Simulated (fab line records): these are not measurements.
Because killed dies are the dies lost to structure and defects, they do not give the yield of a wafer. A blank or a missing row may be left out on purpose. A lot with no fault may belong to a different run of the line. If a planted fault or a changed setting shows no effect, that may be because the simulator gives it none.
Comparing a struck lot with a sound one -- flow sfq-line -- 14 out of 325 route steps
Sound: the wafers L492.1, L492.4, L492.6. Struck: wafer L494.5 (L494.1, L494.6, from the same lot, were not struck and are left out); the cause is given at the end.
At each step with rows: each side's tool, then ch and its chambers, then its first start. Under that, the readings that differ: sound wafers -- struck wafers -- difference of the means -- sigmas: that difference in standard deviations of wafers without a fault.
alike: same words and numbers on both sides, and readings whose means sit less than 2 such deviations apart. not compared: any withheld reading, any reading some wafer has no value for, any bound like >300 that may hide the same value, and any number with overlapping values for which the record gives no deviation.
Wherever a step has rows on one side only, a row that says differs or no value, or a row with sigmas, the two part there. Numbers that don't overlap but have no deviation are shown without sigmas and don't part them. A reading that every wafer of one side lacks parts them only if that side has two wafers or more.

first, 6 steps without rows for these wafers: SFQ_TRILAYER_M6_LITHO_COAT_164 (resist thk 62 nm); SFQ_TRILAYER_M6_LITHO_COAT_159 (resist thk 600 nm); SFQ_TRILAYER_M6_LITHO_SOFTBAKE_163; SFQ_TRILAYER_M6_LITHO_EXPOSE_160 (exposes mask M6, target cd 500 nm); SFQ_TRILAYER_M6_LITHO_PEB_162 (peb time 60 s); SFQ_TRILAYER_M6_LITHO_DEVELOP_161 (time 60 s).
SFQ_M6_OVL_MEAS_940:
  sound on overlay-01 at day 77 21:10; struck on overlay-01 at day 77 23:34
  alike: M6_OVL
SFQ_TRILAYER_M6_BARC_OPEN_METAL_ETCH_206: etches BARC in O2, target depth 125 nm, time 41.7 s.
  sound on rie-metal-02 ch 0,1, day 77 21:13; struck on rie-metal-04 ch 1, day 77 23:37
  alike: chamber-pressure-mTorr, drypump-motor-current-A, oes-product-au
  not compared: rf-hours-counter-h
SFQ_TRILAYER_M6_ETCH_METAL_ETCH_162: etches Nb in Cl2/Ar, stops on SiO2, target depth 240 nm, time 120 s.
  sound on rie-metal-02 ch 0,1, day 77 21:16; struck on rie-metal-04 ch 1, day 77 23:40
  alike: chamber-pressure-mTorr, drypump-motor-current-A, oes-product-au
  not compared: rf-hours-counter-h
SFQ_TRILAYER_M6_STRIP_STRIP_163: strips in O2.
  sound on rie-metal-02 ch 0,1, day 77 21:23; struck on rie-metal-04 ch 1, day 77 23:47
  alike: chamber-pressure-mTorr, drypump-motor-current-A, oes-product-au
  not compared: rf-hours-counter-h
then, 1 step without rows for these wafers: SFQ_TRILAYER_M6_STRIP_SOLV_CLEAN_164 (cleans in NMP, time 600 s).
SFQ_TRILAYER_I6_DEP_PECVD_165: deposits SiO2 from SiH4/N2O, time 111.11 s, target thk 500 nm.
  sound on pecvd-02 ch 1,2, day 77 22:10; struck on pecvd-02 ch 2, day 78 00:47
  alike: heater-power-w, throttle-valve-pct
SFQ_TRILAYER_I6_CMP_CMP_166: polishes SiO2.
  sound on cmp-01 ch 0,1,3, day 78 09:03; struck on cmp-01 ch 3, day 78 16:33
reading,sound,struck,difference,sigmas
time-to-endpoint-s (s),205 208 206,117,-89,-13
  alike: motor-current-A
SFQ_I6_BOW_MEAS_941:
  sound on film-metro-04 at day 78 11:33; struck on film-metro-01 at day 78 17:33
  alike: I6_BOW

== WHERE THEY PART ==
Only at SFQ_TRILAYER_I6_CMP_CMP_166, within this record. Later steps at which nothing parts them and some readings are alike: SFQ_I6_BOW_MEAS_941.

WHY: the cause the simulator had injected
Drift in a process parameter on cmp-01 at SFQ_TRILAYER_I6_CMP_CMP_166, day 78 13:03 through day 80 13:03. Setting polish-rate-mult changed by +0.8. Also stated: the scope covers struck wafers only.
